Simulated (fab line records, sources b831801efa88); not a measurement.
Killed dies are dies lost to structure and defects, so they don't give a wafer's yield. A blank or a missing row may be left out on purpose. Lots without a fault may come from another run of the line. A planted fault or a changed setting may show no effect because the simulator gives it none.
A struck lot beside a sound one | flow sky130 | 33 steps out of a route of 708
Sound: wafers L268.1, L268.4, L268.6. Struck: wafers L260.1, L260.2, L260.5. The cause comes at the end.
At each step with rows: each side's tool, then ch and its chambers, then its first start. Under that, the readings that differ: sound wafers | struck wafers | difference of the means | sigmas: that difference in standard deviations of wafers without a fault.
alike: readings whose means differ by less than 2 such deviations, and words and numbers that are the same on both sides. not compared: withheld readings, readings that some wafer has no value for, bounds like >300 that may hide the same value, and numbers for which the record gives no deviation and whose values overlap.
The two part at a step that has a row with sigmas, a row that says differs or no value, or rows on one side only. Numbers that don't overlap but have no deviation are shown without sigmas and don't part them. A reading that every wafer of one side lacks parts them only if that side has two wafers or more.

first, 5 steps without rows for these wafers: SKY_POLY_CUT_COAT_03 (resist thk 450 nm); SKY_POLY_CUT_SOFTBAKE_04 (time 90 s); SKY_POLY_CUT_EXPOSE_05 (exposes mask NPCM, target cd 270 nm); SKY_POLY_CUT_PEB_06; SKY_POLY_CUT_DEVELOP_07 (develop time 60 s).
SKY_POLY_CUT_CD_MEAS_08: target cd 270 nm.
  sound on cd_sem-02, day 29 01:08; struck on cd_sem-01, day 26 21:07
  alike: cd_nm
SKY_POLY_CUT_OVL_MEAS_09:
  sound on overlay-01, day 29 01:15; struck on overlay-01, day 26 21:14
  reading           | sound | struck     | difference | sigmas
  POLY_CUT_OVL (nm) | 0 7 3 | -10 -10 -5 | -12        | -2
SKY_POLY_CUT_ETCH_10: etches BARC in N2/H2, stops on SiO2, time 45.9 s, target depth 60 nm.
  sound on rie_diel-01 ch 0,1,3, day 29 01:17; struck on rie_diel-04 ch 1,2,3, day 26 21:16
  alike: drypump_motor_current_A, oes_product_au, throttle_valve_pct
  not compared: rf_hours_counter_h
SKY_POLY_CUT_ETCH_11: etches Si3N4 in CF4/CH2F2/Ar, stops on poly-Si, time 42.5 s, target depth 60 nm.
  sound on rie_diel-01 ch 0,1,3, day 29 01:20; struck on rie_diel-04 ch 1,2,3, day 26 21:19
  alike: drypump_motor_current_A, oes_product_au, throttle_valve_pct
  not compared: rf_hours_counter_h
SKY_POLY_CUT_STRIP_12: strips in O2/N2.
  sound on plasma_asher-03 ch 1, day 29 01:22; struck on plasma_asher-03 ch 0,1, day 26 21:21
  alike: drypump_motor_current_A, o2_flow_sccm, oes_product_au, strip_time_to_endpoint_s
  not compared: rf_hours_counter_h
then, 2 steps without rows for these wafers: SKY_SD_P_DEHYDRATE_00 (time 60 s); SKY_SD_P_HMDS_01 (prime time 60 s).
SKY_SD_P_COAT_02: resist thk 1140 nm.
  sound on litho_track-01 ch 0, day 29 14:35; struck on litho_track-02, day 27 11:02
  no value came back on the struck wafers for chill_plate_temp_C (C), dispense_pressure_kPa (kPa), exhaust_pa (Pa); on the sound wafers chill_plate_temp_C (C) reads 23.01 23.08 22.88
then, 4 steps without rows for these wafers: SKY_SD_P_SOFTBAKE_03 (time 60 s); SKY_SD_P_EXPOSE_04 (exposes mask PSDM, target cd 380 nm); SKY_SD_P_PEB_05; SKY_SD_P_DEVELOP_06 (develop time 60 s).
SKY_SD_P_CD_MEAS_07: target cd 380 nm.
  sound on cd_sem-02, day 30 05:19; struck on cd_sem-02, day 28 02:01
  reading    | sound             | struck | difference                    | sigmas
  cd_nm (nm) | 382.4 382.5 382.1 | - - -  | no value on the struck wafers |
SKY_SD_P_OVL_MEAS_08:
  sound on overlay-02, day 30 05:26; struck on overlay-01, day 28 02:08
  reading       | sound       | struck | difference                    | sigmas
  SD_P_OVL (nm) | 1.7 1.9 1.7 | - - -  | no value on the struck wafers |
then, 1 step without rows for these wafers: SKY_SD_P_IMPLANT_09.
SKY_SD_P_STRIP_10: strips in O2/N2.
  sound on plasma_asher-04 ch 0,1, day 30 05:37; struck on plasma_asher-02 ch 0,1, day 28 02:19
  no value came back on the struck wafers for oes_product_au (a.u.), strip_time_to_endpoint_s (s); on the sound wafers oes_product_au (a.u.) reads 0.621 0.614 0.618
  alike: drypump_motor_current_A, o2_flow_sccm
  not compared: rf_hours_counter_h
SKY_SD_P_TW_MEAS_11:
  sound on film_metro-01, day 30 05:43; struck on film_metro-01, day 28 02:25
  alike: SD_P_TW
then, 8 steps without rows for these wafers: SKY_RES_XHIGH_DEHYDRATE_00 (time 60 s); SKY_RES_XHIGH_HMDS_01 (prime time 60 s); SKY_RES_XHIGH_COAT_02 (resist thk 1140 nm); SKY_RES_XHIGH_SOFTBAKE_03 (time 60 s); SKY_RES_XHIGH_EXPOSE_04 (exposes mask URPM, target cd 1270 nm); SKY_RES_XHIGH_PEB_05; SKY_RES_XHIGH_DEVELOP_06 (develop time 60 s); SKY_RES_XHIGH_IMPLANT_07.
SKY_RES_XHIGH_STRIP_08: strips in O2/N2.
  sound on plasma_asher-04 ch 0,1, day 31 09:22; struck on plasma_asher-02 ch 0,1, day 29 07:13
  alike: drypump_motor_current_A, o2_flow_sccm, oes_product_au, strip_time_to_endpoint_s
  not compared: rf_hours_counter_h
SKY_RES_XHIGH_TW_MEAS_09:
  sound on film_metro-01, day 31 09:28; struck on film_metro-03, day 29 07:19
  reading      | sound          | struck         | difference | sigmas
  RES_XHIGH_TW | 1617 1632 1628 | 2850 2819 2846 | +1213      | +99 or more
then, 1 step without rows for these wafers: SKY_SD_N_DEHYDRATE_00 (time 60 s).

WHERE THEY PART
First at SKY_POLY_CUT_OVL_MEAS_09; last, within this record, at SKY_RES_XHIGH_TW_MEAS_09.

WHY: what the simulator had put in
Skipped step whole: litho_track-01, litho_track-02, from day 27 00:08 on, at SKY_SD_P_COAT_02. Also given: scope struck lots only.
